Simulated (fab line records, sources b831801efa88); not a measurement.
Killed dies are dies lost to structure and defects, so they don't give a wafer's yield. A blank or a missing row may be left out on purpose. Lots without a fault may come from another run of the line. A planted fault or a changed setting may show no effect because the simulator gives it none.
One fault seen from 2 desks | flow gf180mcu | each desk has only its own numbers; what lay behind them comes last

THE METROLOGY DESK
What the gauges read, lot by lot, whatever tool the lot ran on: means of the sampled wafers that have a number. A lot is out of limits, marked OUT, if its mean lies more than 4 standard deviations from the usual mean; the brackets give that distance.
Columns: A = M2_ALCU_RS at GF_M2_RS_MEAS_05, usual 0.0691 ohm/sq; B = cd_nm at GF_M2_CD_MEAS_14, usual 280.1 nm
lot  | first seen here | A      | B
L901 | day 18 08:04    | 0.0684 | 278.7
L902 | day 18 18:47    | 0.0686 | 280.5
L903 | day 19 05:19    | 0.0678 | 279.2
L904 | day 19 13:08    | 0.0694 | 279.4
L905 | day 19 21:06    | 0.0692 | 281.2
L906 | day 20 08:12    | 0.0699 | 281.3
L911 | day 22 17:59    | 0.0691 | 265.2 (-15) OUT
L913 | day 23 04:46    | 0.0686 | 265.5 (-15) OUT
L918 | day 24 14:25    | 0.0689 | 279.9
L922 | day 25 23:51    | 0.0697 | 280.3
L921 | day 26 00:11    | 0.0691 | 281.0
L923 | day 26 09:53    | 0.0687 | 280.6
This desk's finding: out of limits on L911, L913; first on L911, day 23 16:04 (cd_nm at GF_M2_CD_MEAS_14). In limits: L901, L902, L903, L904, L905, L906, L918, L922, L921, L923.

THE TOOL OWNER'S DESK: litho_track-01
The tool's own readings at GF_M2_SOFTBAKE_10 (time 60 s): means of the sampled wafers that have a number, for each lot that ran on this tool. A lot is out of limits, marked OUT, if its mean lies more than 4 standard deviations from the usual mean; the brackets give that distance.
Columns: A = chill_plate_temp_C at GF_M2_SOFTBAKE_10, usual 22.99 C; B = exhaust_pa at GF_M2_SOFTBAKE_10, usual 44.8 Pa; C = heater_power_total_W at GF_M2_SOFTBAKE_10, usual 93.05 W; D = plate_temp_C at GF_M2_SOFTBAKE_10, usual 129.99 C; E = resist_line_temp_C at GF_M2_SOFTBAKE_10, usual 23.01 C
lot  | first seen here | A     | B    | C               | D                | E
L904 | day 20 00:57    | 22.88 | 45.1 | 93.09           | 129.83           | 22.98
L905 | day 20 08:56    | 22.92 | 45.1 | 93.07           | 130.06           | 23.12
L911 | day 23 04:56    | 22.85 | 45.3 | 97.36 (+76) OUT | 134.74 (+37) OUT | 23.12
L913 | day 23 15:59    | 22.97 | 44.1 | 97.30 (+75) OUT | 134.74 (+37) OUT | 22.81
L923 | day 26 20:24    | 22.93 | 45.9 | 93.07           | 130.13           | 22.95
This desk's finding: out of limits on L911, L913; first on L911, day 23 04:56 (heater_power_total_W at GF_M2_SOFTBAKE_10). In limits: L904, L905, L923.

PUT TOGETHER
The tool owner's desk could have raised an alarm at day 23 04:56, on L911, L913.
The metrology desk could have raised an alarm at day 23 16:04, on L911, L913.
Of the lots named, all ran GF_M2_SOFTBAKE_10 on litho_track-01.

WHAT THE SIMULATOR HAD PUT IN
Process parameter drift: litho_track-01, from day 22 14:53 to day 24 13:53, at GF_M2_SOFTBAKE_10. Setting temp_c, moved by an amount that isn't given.
Lots struck among those shown: L911, L913.
Hours from the fault's start to each desk's first reading out of limits: the tool owner's desk, 14; the metrology desk, 25.
